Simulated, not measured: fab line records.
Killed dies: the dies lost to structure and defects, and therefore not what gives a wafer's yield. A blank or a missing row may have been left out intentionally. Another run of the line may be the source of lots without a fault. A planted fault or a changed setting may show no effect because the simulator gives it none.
2 desks looking at one fault | flow gf180mcu | every desk sees just its own numbers, and what lay behind them comes last

## METROLOGY DESK
Lot by lot, what the gauges showed, no matter which tool ran the lot: averages of those sampled wafers that carry a number. If a lot's mean is further than 4 standard deviations from the usual mean, the lot is out of limits and carries the mark OUT (the distance appears in the brackets).
Columns: A = cd_nm at GF_V2_CD_MEAS_14, usual 259.8 nm; B = V3_CVD_02_THK at GF_V3_THK_MEAS_03, usual 849 nm
lot  | first seen here | A     | B
L214 | day 20 11:49    | 261.9 | 844
L215 | day 20 22:29    | 260.3 | 851
L218 | day 21 15:59    | 258.6 | 843
L219 | day 22 08:04    | 260.4 | 863
L220 | day 22 13:23    | 259.0 | 863
L222 | day 23 11:35    | 258.5 | 854
L223 | day 23 23:35    | 258.7 | 856
L225 | day 24 17:10    | 258.8 | 841
L227 | day 26 00:58    | 261.5 | 816
L234 | day 27 02:43    | 260.4 | 850
L235 | day 27 08:36    | 261.1 | 855
L237 | day 27 19:16    | 259.5 | 845
This desk's verdict: no lot among the 12 shows anything out of limits.

## DESK OF THE TOOL OWNER: pecvd-02
The tool's own readings at GF_V3_CVD_02 (deposits SiO2 from TEOS, target thk 850 nm, time 94.851 s): means of the sampled wafers that have a number, for each lot that ran on this tool. If a lot's mean is further than 4 standard deviations from the usual mean, the lot is out of limits and carries the mark OUT (the distance appears in the brackets).
Columns: A = heater_power_w at GF_V3_CVD_02, usual 647 W; B = susceptor_temp_C at GF_V3_CVD_02, usual 400.00 C
lot  | first seen here | A   | B
L214 | day 21 14:13    | 674 | 400.00
L220 | day 23 15:13    | 602 | 400.00
L222 | day 24 12:19    | 639 | 400.02
L227 | day 27 00:19    | 715 | 399.80
This desk's verdict: no lot among the 4 shows anything out of limits.

## PUT TOGETHER
Nothing out of limits was seen by the metrology desk.
The tool owner's desk saw nothing out of limits.

## WHAT THE SIMULATOR HAD INSERTED
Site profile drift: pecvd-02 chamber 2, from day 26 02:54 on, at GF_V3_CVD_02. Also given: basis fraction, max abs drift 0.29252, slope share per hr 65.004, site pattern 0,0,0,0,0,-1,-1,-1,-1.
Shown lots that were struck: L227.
